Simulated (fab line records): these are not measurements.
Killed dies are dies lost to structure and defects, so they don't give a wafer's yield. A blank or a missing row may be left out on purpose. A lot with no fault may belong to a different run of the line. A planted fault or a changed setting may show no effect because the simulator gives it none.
Check for tools in common ; flow gf180mcu ; Sampled: 14 lots, 42 wafers

WHY THIS WAS OPENED
At GF_VT_IMPLANT_RS_MEAS_46 the reading MVSD_RS is flagged on 2 of 14 lots. Fault-free wafers read 456.4 ohm/sq, with a standard deviation of 1.3.
Rule: a lot gets a flag if all its wafers with a number sit over 4 standard deviations from that mean, or if no wafer of it has a number. As for the other lots, they are considered sound.

lot;measured;on;MVSD_RS (ohm/sq), wafer by wafer;flag
L342;day 7 13:26;film_metro-01;455.7 456.4 455.8;
L344;day 8 01:25;film_metro-01;132.7 133.1 133.1;FLAGGED
L345;day 8 08:31;film_metro-04;132.8 132.8 132.9;FLAGGED
L348;day 9 02:11;film_metro-04;455.9 455.8 457.0;
L350;day 9 17:05;film_metro-04;457.6 455.8 458.3;
L353;day 10 13:31;film_metro-01;456.5 456.8 455.9;
L354;day 10 19:09;film_metro-02;454.2 455.1 455.0;
L358;day 11 23:14;film_metro-04;454.9 455.2 456.1;
L359;day 12 06:28;film_metro-01;456.9 456.1 455.1;
L360;day 12 14:53;film_metro-02;453.9 457.0 454.8;
L361;day 13 03:50;film_metro-02;457.7 457.2 457.1;
L362;day 13 13:40;film_metro-01;455.7 456.3 456.0;
L364;day 13 22:31;film_metro-01;456.5 456.2 456.9;
L365;day 14 06:59;film_metro-04;456.7 456.6 457.9;
The numbers of the flagged lots are 132.9 ohm/sq on average: -323.5 ohm/sq against the usual, or -99 or more standard deviations.

LOT BY LOT: THE TOOL USED
The record keeps 1 process step preceding the reading, out of 602 steps on the route. Read each cell as the tool, then ch plus the chambers that the sampled wafers visited, then the start.
lot;flag;GF_VT_IMPLANT_RTA_45
L342;;rtp_anneal-01 ch 0, day 7 13:19
L344;FLAGGED;rtp_anneal-01, day 8 01:18
L345;FLAGGED;rtp_anneal-01, day 8 08:25
L348;;rtp_anneal-01 ch 0, day 9 02:04
L350;;rtp_anneal-02 ch 0, day 9 16:59
L353;;rtp_anneal-01 ch 0, day 10 13:25
L354;;rtp_anneal-02 ch 0, day 10 19:03
L358;;rtp_anneal-01 ch 0, day 11 23:08
L359;;rtp_anneal-01 ch 0, day 12 06:16
L360;;rtp_anneal-02 ch 0, day 12 14:46
L361;;rtp_anneal-02 ch 0, day 13 03:43
L362;;rtp_anneal-02 ch 0, day 13 13:33
L364;;rtp_anneal-02 ch 0, day 13 22:25
L365;;rtp_anneal-01 ch 0, day 14 06:52
What is done by these steps:
- GF_VT_IMPLANT_RTA_45: time 30 s.
- GF_VT_IMPLANT_RS_MEAS_46: measures by four-point-probe.

FLAGGED OVER TOTAL, TOOL BY TOOL (the gauges that took the reading come last)
step;tool;lots run;flagged;share of the flagged lots;sound lots run after its first flagged lot
GF_VT_IMPLANT_RTA_45;rtp_anneal-01;8;2;all;5 (L348,L353,L358,L359,L365)
GF_VT_IMPLANT_RTA_45;rtp_anneal-02;6;0;none;-
GF_VT_IMPLANT_RS_MEAS_46;film_metro-01;6;1;some;4 (L353,L359,L362,L364)
GF_VT_IMPLANT_RS_MEAS_46;film_metro-02;3;0;none;-
GF_VT_IMPLANT_RS_MEAS_46;film_metro-04;5;1;some;4 (L348,L350,L358,L365)

WHAT THE TABLE PERMITS
Rows of the table that ran each flagged lot: 1, that is rtp_anneal-01 at GF_VT_IMPLANT_RTA_45.
- rtp_anneal-01 at GF_VT_IMPLANT_RTA_45 ran 8 lots, 2 of them flagged. Sound lots followed the first flagged one (L348, L353, L358, L359, L365) on it, something a lasting fault affecting the whole tool could not allow. On the flagged lots its readings are blank where sound lots have values: anneal_temp_c_max, chamber_o2_ppm, lamp_power_pct, wafer_temp_C_max.
There is no row in the table that ran each flagged lot and no sound lot after the first.

WHAT THE SIMULATOR HAD INSERTED
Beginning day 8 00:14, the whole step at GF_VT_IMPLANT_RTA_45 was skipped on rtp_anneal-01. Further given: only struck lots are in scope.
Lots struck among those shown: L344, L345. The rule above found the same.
